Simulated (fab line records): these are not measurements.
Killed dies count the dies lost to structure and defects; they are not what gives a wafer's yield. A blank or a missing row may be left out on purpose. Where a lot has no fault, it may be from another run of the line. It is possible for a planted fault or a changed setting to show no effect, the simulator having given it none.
One fault seen from 2 desks -- flow gf180mcu -- each desk has only its own numbers; what lay behind them comes last

## DESK OF THE TOOL OWNER: implanter-03
The tool's own readings at GF_HV_LDD_IMPLANT_35, given as means over the sampled wafers that have a number, one for each lot that went through this tool. If a lot's mean is further than 4 standard deviations from the usual mean, the lot is out of limits and carries the mark OUT (the distance appears in the brackets).
Columns: A = beam-energy-keV at GF_HV_LDD_IMPLANT_35, usual 60.003; B = beam-on-s at GF_HV_LDD_IMPLANT_35, usual 10.03 s; C = faraday-current-uA at GF_HV_LDD_IMPLANT_35, usual 42.2
lot,first seen here,A,B,C
L980,day 12 02:25,59.984,10.09,42.0
L982,day 12 08:08,60.020,9.96,42.5
L983,day 12 09:44,60.014,9.71,43.5
L990,day 14 11:28,59.988,10.09,41.9
L993,day 15 17:01,59.974,9.12 (-4.4) OUT,46.8 (+5.2) OUT
L994,day 15 21:29,60.013,9.21,46.5 (+4.8) OUT
Finding of this desk: L993, L994 out of limits; the first was L993 at day 15 17:01, on beam-on-s at GF_HV_LDD_IMPLANT_35. L980, L982, L983, L990 stayed within limits.

## METROLOGY DESK
What the gauges read for every lot (on any tool): the sampled wafers with a number, averaged. If a lot's mean is further than 4 standard deviations from the usual mean, the lot is out of limits and carries the mark OUT (the distance appears in the brackets).
Columns: A = cd-nm at GF_HV_LDD_CD_MEAS_46, usual 399.5 nm; B = HV_LDD_RS at GF_HV_LDD_RS_MEAS_53, usual 418.2 ohm/sq
lot,first seen here,A,B
L980,day 12 22:15,403.3,418.6
L982,day 13 02:50,401.2,418.8
L983,day 13 04:22,399.5,418.1
L984,day 13 13:49,399.8,419.3
L987,day 14 13:08,401.2,417.7
L990,day 15 08:08,398.2,417.8
L993,day 16 16:42,396.9,418.6
L994,day 16 21:20,400.9,419.4
L996,day 17 18:47,401.3,419.5
L997,day 18 00:37,399.4,419.8
L998,day 18 14:20,400.0,417.2
L999,day 18 21:24,399.5,418.1
L101,day 19 14:10,402.1,418.1
This desk found nothing out of limits on any of the 13 lots.

## PUT TOGETHER
An alarm could have come from the tool owner's desk at day 15 17:01, on L993, L994.
The metrology desk saw nothing out of limits.
The metrology desk holds a record of L993, L994, inside its limits.
Of the lots named, all ran GF_HV_LDD_IMPLANT_35 on implanter-03.

## WHAT HAD BEEN PUT IN BY THE SIMULATOR
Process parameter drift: implanter-03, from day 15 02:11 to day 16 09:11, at GF_HV_LDD_IMPLANT_35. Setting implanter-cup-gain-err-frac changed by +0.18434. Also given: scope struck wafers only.
Lots struck among those shown: L993, L994.
Time in hours from fault onset to the first out-of-limits reading at each desk: the tool owner's desk, 15.
